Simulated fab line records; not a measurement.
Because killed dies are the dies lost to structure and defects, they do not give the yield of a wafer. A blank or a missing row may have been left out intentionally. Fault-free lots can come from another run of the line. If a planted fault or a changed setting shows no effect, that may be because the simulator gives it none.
Matching of chambers -- flow sky130 -- pecvd-03 running SKY_PASSIVATION_CVD_02: 3 sister chambers
The step deposits Si3N4, target thk 540 nm. 6 wafers are shown with their chamber, then 7 later ones without.

WAFERS PAIRED WITH THEIR CHAMBERS
wafer,chamber,heaterPowerW (W)
L818.3,1,689
L823.1,1,769
L823.4,2,833
L823.5,0,719
L824.1,0,691
L824.5,2,890

WAFERS WITHOUT THEIR CHAMBER
wafer,heaterPowerW (W)
L824.6,720
L833.3,807
L833.5,794
L833.6,816
L835.1,893
L835.2,666
L835.4,710

EACH ONE'S CHAMBER
wafer,from the rows above,in truth
L824.6,can't be placed: 1 or 0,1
L833.3,can't be placed: 2 or 1 or 0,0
L833.5,can't be placed: 1 or 2 or 0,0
L833.6,can't be placed: 2 or 1 or 0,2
L835.1,2,2
L835.2,can't be placed: 0 or 1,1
L835.4,can't be placed: 0 or 1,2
Placed correctly: 1 of 7. Cannot be placed on the basis of these rows: 6; the candidates contain the true chamber in 5. Wrongly placed: 0.
How it was worked out, from the rows above alone: a wafer's distance from a chamber is the root of the sum, over the readings, of the square of ((its reading less the chamber's mean) divided by the reading's scatter). If the next closest chamber is less than 2 further off than the closest, the wafer can't be placed; otherwise it belongs to the closest. Each chamber's mean is taken over the wafers shown for it. The scatter: the root of (the sum of the squares of (reading less its chamber's mean) over the shown wafers, divided by (wafers less chambers)).
